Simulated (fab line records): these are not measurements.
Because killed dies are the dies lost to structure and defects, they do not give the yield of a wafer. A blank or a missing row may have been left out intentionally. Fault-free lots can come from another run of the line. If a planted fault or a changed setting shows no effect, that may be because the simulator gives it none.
Which tool is to blame? -- flow sky130 -- Sampling: 14 lots, 42 wafers, 4 of 708 route steps

== WHAT THE GAUGES READ, wafer by wafer ==
SKY_FIELD_ISO_THK_MEAS_02.
lot,measured,on,FIELD_ISO_OXIDATION_00_THK (nm)
L523,day 1 11:47,film-metro-01,12.02 11.97 11.73
L525,day 1 23:09,film-metro-03,12.16 12.07 12.39
L527,day 2 07:38,film-metro-01,12.01 12.13 12.33
L528,day 2 13:08,film-metro-03,12.12 12.20 12.19
L529,day 2 17:39,film-metro-01,12.22 12.43 12.37
L531,day 3 03:42,film-metro-03,12.33 12.25 12.38
L532,day 3 10:12,film-metro-01,11.88 12.02 11.98
L533,day 3 13:38,film-metro-03,12.02 12.19 12.10
L534,day 3 19:26,film-metro-04,12.18 12.27 11.89
L535,day 3 23:50,film-metro-03,11.91 12.02 12.10
L536,day 4 05:04,film-metro-04,12.00 11.92 12.05
L537,day 4 09:44,film-metro-04,11.98 12.10 11.89
L545,day 6 02:53,film-metro-01,12.04 11.96 11.74
L546,day 6 08:52,film-metro-01,12.12 12.09 12.15

SKY_PWDE_OVL_MEAS_07.
lot,measured,on,PWDE_OVL (nm)
L523,day 3 21:26,overlay-01,0.0 1.6 2.1
L525,day 4 08:59,overlay-02,1.7 2.4 0.5
L527,day 4 17:08,overlay-01,0.9 -1.5 -0.8
L528,day 5 01:01,overlay-02,-0.6 2.4 2.2
L529,day 5 05:35,overlay-02,1.3 1.0 0.9
L531,day 5 14:07,overlay-01,-0.1 -0.6 2.3
L532,day 5 22:02,overlay-02,1.9 0.9 3.0
L533,day 6 02:46,overlay-02,4.4 1.7 2.8
L534,day 6 10:08,overlay-02,4.4 2.6 2.8
L535,day 6 14:38,overlay-01,-0.1 0.3 0.7
L536,day 6 20:07,overlay-02,3.9 3.2 1.6
L537,day 7 02:38,overlay-01,0.8 -0.7 -0.3
L545,day 9 02:47,overlay-01,-0.8 1.1 0.4
L546,day 9 07:35,overlay-02,1.3 1.0 1.3

SKY_PWDE_TW_MEAS_10.
lot,measured,on,PWDE_TW
L523,day 3 21:43,film-metro-03,364.8 368.1 367.4
L525,day 4 09:16,film-metro-02,370.5 370.6 371.3
L527,day 4 17:25,film-metro-01,373.8 374.7 372.7
L528,day 5 01:19,film-metro-03,369.5 370.8 370.1
L529,day 5 05:53,film-metro-01,373.0 373.2 374.3
L531,day 5 14:25,film-metro-01,373.7 372.2 374.0
L532,day 5 22:19,film-metro-01,375.9 372.5 374.2
L533,day 6 03:04,film-metro-02,372.5 370.4 369.6
L534,day 6 10:25,film-metro-01,372.9 372.2 370.3
L535,day 6 14:55,film-metro-02,368.3 370.1 369.5
L536,day 6 20:25,film-metro-01,371.6 369.7 371.0
L537,day 7 02:55,film-metro-03,371.1 372.7 369.6
L545,day 9 03:05,film-metro-01,368.8 369.8 371.2
L546,day 9 07:53,film-metro-01,371.0 369.8 371.5

== TOOL THAT RAN EACH LOT (tool first, then ch and the chambers of the sampled wafers, then the start) ==
lot,SKY_FIELD_ISO_CMP_27
L523,"cmp-01 ch 1,2, day 2 09:08"
L525,"cmp-02 ch 0,2,3, day 2 20:36"
L527,"cmp-02 ch 0,2,3, day 3 05:15"
L528,"cmp-01 ch 0,3, day 3 12:59"
L529,"cmp-01 ch 0,2,3, day 3 16:46"
L531,"cmp-01 ch 0,1, day 4 01:59"
L532,"cmp-01 ch 1,2, day 4 09:22"
L533,"cmp-01 ch 0,1,2, day 4 12:12"
L534,"cmp-02 ch 1,2, day 4 19:02"
L535,"cmp-02 ch 0,1,3, day 4 22:33"
L536,"cmp-01 ch 0,1, day 5 04:37"
L537,"cmp-01 ch 1,3, day 5 10:20"
L545,"cmp-01 ch 0,2,3, day 7 06:41"
L546,"cmp-01 ch 0,3, day 7 10:47"
- SKY_FIELD_ISO_CMP_27: polishes, stops on Si3N4, t overpolish 16 s, target thk 457.8 nm.

== WHAT THE TOOLS THEMSELVES READ (means of the sampled wafers that have a number; where no wafer has one, the mark that the record gives instead) ==
SKY_FIELD_ISO_CMP_27.
lot,tool,motor-current-A (A),overpolish-run-s (s),time-to-endpoint-s (s)
L523,cmp-01,12.4,15.993,111
L525,cmp-02,10.1,16.005,115
L527,cmp-02,10.6,16.000,118
L528,cmp-01,11.0,15.996,111
L529,cmp-01,11.0,16.003,106
L531,cmp-01,11.0,16.001,112
L532,cmp-01,12.0,16.002,108
L533,cmp-01,11.2,15.999,110
L534,cmp-02,10.5,15.997,115
L535,cmp-02,11.1,16.002,105
L536,cmp-01,11.1,16.000,113
L537,cmp-01,11.4,16.001,108
L545,cmp-01,10.8,16.003,142
L546,cmp-01,10.7,16.000,149

== THE ANSWER, worked out from the rows above alone ==
Rule: the usual values come from the lots themselves. Put in order of their means at a reading, lots are off if they are a third of the lots or fewer, leave a main group of 4 or more, and stand apart from it by a gap of 3 or more times the standard deviation of the main group's means; of several such gaps the widest counts. If all means in a main group match to the digits the tables above print for the reading, that group is not used. A lot without any number at a reading at which 4 lots or more have one is off too. Any other lot the step has rows for is counted as sound. First the gauges in route order, then the tools' own readings, where a lot's mean is used as printed above. The first step at which some lot is off is used, and at that step the reading that is off furthest; a lot without a number counts as furthest.
Off, at SKY_FIELD_ISO_CMP_27 on time-to-endpoint-s: L545, L546. The main group: mean 111 s, standard deviation 3.7.
A tool fits if, at that step or a process step before it, it ran every lot that is off, and no sound lot after the first of them. One candidate fits, namely cmp-01 at SKY_FIELD_ISO_CMP_27. A fault onset in the window from L537 (day 5 10:20, its last sound lot) to L545 (day 7 06:41, its first lot off) fits.
On the lots that are off, the tool's own readings at SKY_FIELD_ISO_CMP_27 differ by more than 5 times the standard deviation of the sound lots' means, which bears it out; time-to-endpoint-s reads 146 s there versus 111 s on the sound lots.

== WHAT WAS PUT IN BY THE SIMULATOR ==
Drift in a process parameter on cmp-01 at SKY_FIELD_ISO_CMP_27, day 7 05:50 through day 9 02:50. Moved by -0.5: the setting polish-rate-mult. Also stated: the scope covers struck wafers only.
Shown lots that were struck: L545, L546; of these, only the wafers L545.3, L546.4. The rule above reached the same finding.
